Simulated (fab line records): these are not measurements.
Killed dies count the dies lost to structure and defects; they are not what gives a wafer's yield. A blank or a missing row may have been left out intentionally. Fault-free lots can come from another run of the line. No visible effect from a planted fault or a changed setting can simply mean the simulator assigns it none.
Which tool was responsible? | flow sky130 | 11 lots, 33 wafers sampled, at 5 steps of a route of 708

WHAT THE GAUGES SHOWED, per wafer
SKY_METAL1_RS_MEAS_05: measures by four-point-probe.
lot  | measured     | on           | METAL1_ALCU_RS (ohm/sq)
L613 | day 32 16:49 | filmMetro-04 | 0.1268 0.1272 0.1257
L616 | day 34 06:36 | filmMetro-04 | 0.1269 0.1265 0.1276
L617 | day 34 12:44 | filmMetro-01 | 0.1272 0.1265 0.1272 0.1274 0.1267 0.1275
L619 | day 35 03:22 | filmMetro-01 | 0.1269 0.1245 0.1246
L620 | day 35 18:19 | filmMetro-01 | 0.1264 0.1263 0.1270 0.1263 0.1261 0.1270
L623 | day 36 04:55 | filmMetro-01 | 0.1281 0.1279 0.1271
L625 | day 36 07:43 | filmMetro-03 | 0.1257 0.1266 0.1266
L624 | day 36 12:05 | filmMetro-03 | 0.1254 0.1264 0.1256
L626 | day 36 23:53 | filmMetro-03 | 0.1265 0.1278 0.1265
L631 | day 38 01:32 | filmMetro-03 | 0.1254 0.1248 0.1252
L632 | day 38 10:07 | filmMetro-01 | 0.1288 0.1290 0.1299

WHAT TOOL EACH LOT RAN ON (gives the tool, then ch and the chambers of the sampled wafers, and finally the start)
lot  | SKY_CONTACT_CMP_04            | SKY_CONTACT_ETCH_16               | SKY_CONTACT_ETCH_17               | SKY_METAL1_SPUTTER_00
L613 | cmp-01 ch 0,2,3, day 31 11:47 | rieDiel-03 ch 2,3, day 32 15:02   | rieDiel-03 ch 2,3, day 32 15:04   | pvdSputter-04, day 32 16:38
L616 | cmp-02 ch 1,2, day 33 02:38   | rieDiel-04 ch 1,3, day 34 05:04   | rieDiel-04 ch 1,3, day 34 05:07   | pvdSputter-04, day 34 06:27
L617 | cmp-01 ch 1,2,3, day 33 08:36 | rieDiel-03 ch 1,2,3, day 34 11:13 | rieDiel-03 ch 1,2,3, day 34 11:16 | pvdSputter-04, day 34 12:36
L619 | cmp-02 ch 0,1,2, day 34 00:23 | rieDiel-04 ch 0,1,2, day 35 01:49 | rieDiel-04 ch 0,1,2, day 35 01:52 | pvdSputter-01, day 35 03:11
L620 | cmp-02 ch 1,2,3, day 34 15:11 | rieDiel-04 ch 0,1,3, day 35 16:46 | rieDiel-04 ch 0,1,3, day 35 16:49 | pvdSputter-04, day 35 18:08
L623 | cmp-02 ch 0,1,3, day 35 00:59 | rieDiel-04 ch 0,2, day 36 03:25   | rieDiel-04 ch 0,2, day 36 03:27   | pvdSputter-02, day 36 04:47
L625 | cmp-01 ch 0,2, day 35 03:13   | rieDiel-03 ch 0,1, day 36 06:11   | rieDiel-03 ch 0,1, day 36 06:14   | pvdSputter-02, day 36 07:34
L624 | cmp-02 ch 0,2, day 35 07:08   | rieDiel-03 ch 1,2, day 36 10:34   | rieDiel-03 ch 1,2, day 36 10:37   | pvdSputter-02, day 36 11:57
L626 | cmp-01 ch 0,2,3, day 35 19:28 | rieDiel-04 ch 1,2,3, day 36 22:22 | rieDiel-04 ch 1,2,3, day 36 22:25 | pvdSputter-02, day 36 23:44
L631 | cmp-02 ch 0,1, day 36 22:08   | rieDiel-03 ch 0,1,2, day 38 00:01 | rieDiel-03 ch 0,1,2, day 38 00:03 | pvdSputter-01, day 38 01:23
L632 | cmp-01 ch 0,1,2, day 37 06:01 | rieDiel-03 ch 0,2,3, day 38 08:37 | rieDiel-03 ch 0,2,3, day 38 08:39 | pvdSputter-04, day 38 09:59
- SKY_CONTACT_CMP_04: polishes SiO2.
- SKY_CONTACT_ETCH_16: etches BARC in N2/H2, stops on SiO2, time 45.9 s, target depth 60 nm.
- SKY_CONTACT_ETCH_17: etches SiO2 in C4F8/O2/Ar, stops on Si3N4, target depth 340 nm.
- SKY_METAL1_SPUTTER_00: material Ti, target thk 15 nm, time 10 s.

THE ANSWER, worked out from the rows above alone
Rule: what is usual is taken from the lots themselves. Put in order of their means at a reading, lots are off if they are a third of the lots or fewer, leave a main group of 4 or more, and stand apart from it by a gap of 3 or more times the standard deviation of the main group's means; of several such gaps the widest counts. The tables above print the reading to a certain number of digits; a main group whose means all agree to those digits is not used. A lot without any number at a reading at which 4 lots or more have one is off too. Where the step has rows for the other lots, those lots are counted as sound.
No lot is off at any reading shown: from this, nothing can be told.

WHAT THE SIMULATOR HAD INSERTED
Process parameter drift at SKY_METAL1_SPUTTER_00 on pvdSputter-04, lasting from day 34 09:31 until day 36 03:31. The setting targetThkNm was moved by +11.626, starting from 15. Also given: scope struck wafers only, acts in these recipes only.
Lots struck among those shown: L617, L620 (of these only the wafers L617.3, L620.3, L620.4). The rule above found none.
